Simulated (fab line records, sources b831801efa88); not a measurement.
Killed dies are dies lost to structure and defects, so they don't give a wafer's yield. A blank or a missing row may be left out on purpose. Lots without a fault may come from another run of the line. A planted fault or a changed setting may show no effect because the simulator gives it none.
A struck lot beside a sound one | flow sky130 | 33 steps out of a route of 708
Sound: wafers L445.2, L445.5, L445.6. Struck: wafers L453.2, L453.3, L453.4. The cause comes at the end.
At each step with rows: each side's tool, then ch and its chambers, then its first start. Under that, the readings that differ: sound wafers | struck wafers | difference of the means | sigmas: that difference in standard deviations of wafers without a fault.
alike: readings whose means differ by less than 2 such deviations, and words and numbers that are the same on both sides. not compared: withheld readings, readings that some wafer has no value for, bounds like >300 that may hide the same value, and numbers for which the record gives no deviation and whose values overlap.
The two part at a step that has a row with sigmas, a row that says differs or no value, or rows on one side only. Numbers that don't overlap but have no deviation are shown without sigmas and don't part them. A reading that every wafer of one side lacks parts them only if that side has two wafers or more.

first, 5 steps without rows for these wafers: SKY_VT_ADJUST_HVTP_COAT_02 (resist thk 1140 nm); SKY_VT_ADJUST_HVTP_SOFTBAKE_03 (time 60 s); SKY_VT_ADJUST_HVTP_EXPOSE_04 (exposes mask HVTPM, target cd 380 nm); SKY_VT_ADJUST_HVTP_PEB_05; SKY_VT_ADJUST_HVTP_DEVELOP_06 (develop time 60 s).
SKY_VT_ADJUST_HVTP_CD_MEAS_07: target cd 380 nm.
  sound on cd_sem-01, day 8 10:40; struck on cd_sem-02, day 11 08:31
  alike: cd_nm
SKY_VT_ADJUST_HVTP_OVL_MEAS_08:
  sound on overlay-02, day 8 10:46; struck on overlay-01, day 11 08:37
  alike: VT_ADJUST_HVTP_OVL
then, 1 step without rows for these wafers: SKY_VT_ADJUST_HVTP_IMPLANT_09.
SKY_VT_ADJUST_HVTP_STRIP_10: strips in O2/N2.
  sound on plasma_asher-02 ch 0,1, day 8 10:57; struck on plasma_asher-02 ch 0,1, day 11 08:48
  alike: drypump_motor_current_A, oes_product_au, strip_time_to_endpoint_s
  not compared: rf_hours_counter_h
SKY_VT_ADJUST_HVTP_TW_MEAS_11:
  sound on film_metro-02, day 8 11:04; struck on film_metro-02, day 11 08:55
  alike: VT_ADJUST_HVTP_TW
then, 2 steps without rows for these wafers: SKY_VT_ADJUST_LVTN_DEHYDRATE_00 (time 60 s); SKY_VT_ADJUST_LVTN_HMDS_01 (prime time 60 s).
SKY_VT_ADJUST_LVTN_COAT_02: resist thk 3000 nm.
  sound on litho_track-03 ch 0, day 8 21:20; struck on litho_track-03, day 11 20:05
  no value came back on the struck wafers for chill_plate_temp_C (C), dispense_pressure_kPa (kPa); on the sound wafers chill_plate_temp_C (C) reads 22.95 22.99 23.03
then, 4 steps without rows for these wafers: SKY_VT_ADJUST_LVTN_SOFTBAKE_03; SKY_VT_ADJUST_LVTN_EXPOSE_04 (exposes mask NWM COMPLEMENT LESS NATIVE, target cd 840 nm); SKY_VT_ADJUST_LVTN_PEB_05; SKY_VT_ADJUST_LVTN_DEVELOP_06 (develop time 60 s).
SKY_VT_ADJUST_LVTN_OVL_MEAS_07:
  sound on overlay-02, day 9 08:43; struck on overlay-01, day 12 08:45
  reading                 | sound        | struck | difference                    | sigmas
  VT_ADJUST_LVTN_OVL (nm) | 1.2 0.6 -1.0 | - - -  | no value on the struck wafers |
then, 1 step without rows for these wafers: SKY_VT_ADJUST_LVTN_IMPLANT_08.
SKY_VT_ADJUST_LVTN_STRIP_09: strips in O2/N2.
  sound on plasma_asher-01 ch 0,1, day 9 08:54; struck on plasma_asher-03 ch 0,1, day 12 08:56
  no value came back on the struck wafers for oes_product_au (a.u.), strip_time_to_endpoint_s (s); on the sound wafers oes_product_au (a.u.) reads 0.725 0.722 0.711
  reading                     | sound       | struck      | difference | sigmas
  drypump_motor_current_A (A) | 6.5 6.5 5.8 | 5.3 5.7 5.3 | -0.8       | -2
  not compared: rf_hours_counter_h
SKY_VT_ADJUST_LVTN_TW_MEAS_10:
  sound on film_metro-03, day 9 09:01; struck on film_metro-04, day 12 09:02
  alike: VT_ADJUST_LVTN_TW
then, 7 steps without rows for these wafers: SKY_VT_ADJUST_LVTN_DEHYDRATE_11 (time 60 s); SKY_VT_ADJUST_LVTN_HMDS_12 (prime time 60 s); SKY_VT_ADJUST_LVTN_COAT_13 (resist thk 1140 nm); SKY_VT_ADJUST_LVTN_SOFTBAKE_14 (time 60 s); SKY_VT_ADJUST_LVTN_EXPOSE_15 (exposes mask HVN STD DERIVED, target cd 600 nm); SKY_VT_ADJUST_LVTN_PEB_16; SKY_VT_ADJUST_LVTN_DEVELOP_17 (develop time 60 s).
SKY_VT_ADJUST_LVTN_OVL_MEAS_18:
  sound on overlay-02, day 10 06:59; struck on overlay-02, day 13 09:48
  alike: VT_ADJUST_LVTN_01_OVL
then, 1 step without rows for these wafers: SKY_VT_ADJUST_LVTN_IMPLANT_19.
SKY_VT_ADJUST_LVTN_STRIP_20: strips in O2/N2.
  sound on plasma_asher-04 ch 0,1, day 10 07:10; struck on plasma_asher-01 ch 0,1, day 13 09:59
  alike: drypump_motor_current_A, oes_product_au, strip_time_to_endpoint_s
  not compared: rf_hours_counter_h
SKY_VT_ADJUST_LVTN_TW_MEAS_21:
  sound on film_metro-04, day 10 07:16; struck on film_metro-04, day 13 10:19
  reading             | sound             | struck            | difference | sigmas
  VT_ADJUST_LVTN_2_TW | 189.1 189.6 187.5 | 268.3 267.4 266.3 | +78.6      | +85
  not compared: hold
SKY_PAD_OPEN_PROBE_99:
  the record has rows for the sound wafers here (prober-01, day 48 04:04) and none for the struck ones

WHERE THEY PART
First at SKY_VT_ADJUST_LVTN_COAT_02; last, within this record, at SKY_PAD_OPEN_PROBE_99.

WHY: what the simulator had put in
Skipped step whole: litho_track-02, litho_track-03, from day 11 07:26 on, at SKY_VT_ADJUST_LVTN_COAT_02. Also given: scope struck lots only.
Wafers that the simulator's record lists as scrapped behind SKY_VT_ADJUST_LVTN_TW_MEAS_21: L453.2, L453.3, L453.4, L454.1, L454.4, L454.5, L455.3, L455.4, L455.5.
